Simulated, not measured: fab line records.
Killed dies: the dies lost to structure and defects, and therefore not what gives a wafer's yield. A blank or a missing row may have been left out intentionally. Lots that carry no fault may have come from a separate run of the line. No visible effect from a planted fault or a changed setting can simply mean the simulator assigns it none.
Which tool did it? || flow sky130 || 21 wafers from 7 lots sampled at 2 of the route's 708 steps

WHAT THE GAUGES SHOWED, per wafer
SKY_NWELL_TW_MEAS_26.
{"lot": "L982", "measured": "day 6 00:04", "on": "film-metro-03", "NWELL_2_TW": "500 501 501"}
{"lot": "L983", "measured": "day 6 17:26", "on": "film-metro-01", "NWELL_2_TW": "493 493 494"}
{"lot": "L986", "measured": "day 7 02:16", "on": "film-metro-01", "NWELL_2_TW": "494 495 493"}
{"lot": "L991", "measured": "day 7 22:58", "on": "film-metro-03", "NWELL_2_TW": "504 503 503"}
{"lot": "L992", "measured": "day 8 06:46", "on": "film-metro-01", "NWELL_2_TW": "494 494 495"}
{"lot": "L998", "measured": "day 9 14:20", "on": "film-metro-03", "NWELL_2_TW": "497 497 496"}
{"lot": "L103", "measured": "day 11 03:46", "on": "film-metro-03", "NWELL_2_TW": "503 500 499"}

EACH LOT AND THE TOOL THAT RAN IT (in order: tool; ch and the chambers of the sampled wafers; start)
{"lot": "L982", "SKY_NWELL_IMPLANT_24": "implanter-01 ch 0, day 5 23:49"}
{"lot": "L983", "SKY_NWELL_IMPLANT_24": "implanter-02 ch 0, day 6 17:12"}
{"lot": "L986", "SKY_NWELL_IMPLANT_24": "implanter-01 ch 0, day 7 02:02"}
{"lot": "L991", "SKY_NWELL_IMPLANT_24": "implanter-02 ch 0, day 7 22:43"}
{"lot": "L992", "SKY_NWELL_IMPLANT_24": "implanter-01 ch 0, day 8 06:31"}
{"lot": "L998", "SKY_NWELL_IMPLANT_24": "implanter-01 ch 0, day 9 14:07"}
{"lot": "L103", "SKY_NWELL_IMPLANT_24": "implanter-02 ch 0, day 11 03:31"}
- SKY_NWELL_IMPLANT_24

THE ANSWER, worked out from the rows above alone
Rule: usual is defined by the lots themselves. Put in order of their means at a reading, lots are off if they are a third of the lots or fewer, leave a main group of 4 or more, and stand apart from it by a gap of 3 or more times the standard deviation of the main group's means; of several such gaps the widest counts. If all means in a main group match to the digits the tables above print for the reading, that group is not used. Also off: a lot with no number at a reading for which 4 or more lots have one. All remaining lots with rows at the step are treated as sound.
Nothing can be told from this: no lot is off at any reading shown.

WHAT HAD BEEN PUT IN BY THE SIMULATOR
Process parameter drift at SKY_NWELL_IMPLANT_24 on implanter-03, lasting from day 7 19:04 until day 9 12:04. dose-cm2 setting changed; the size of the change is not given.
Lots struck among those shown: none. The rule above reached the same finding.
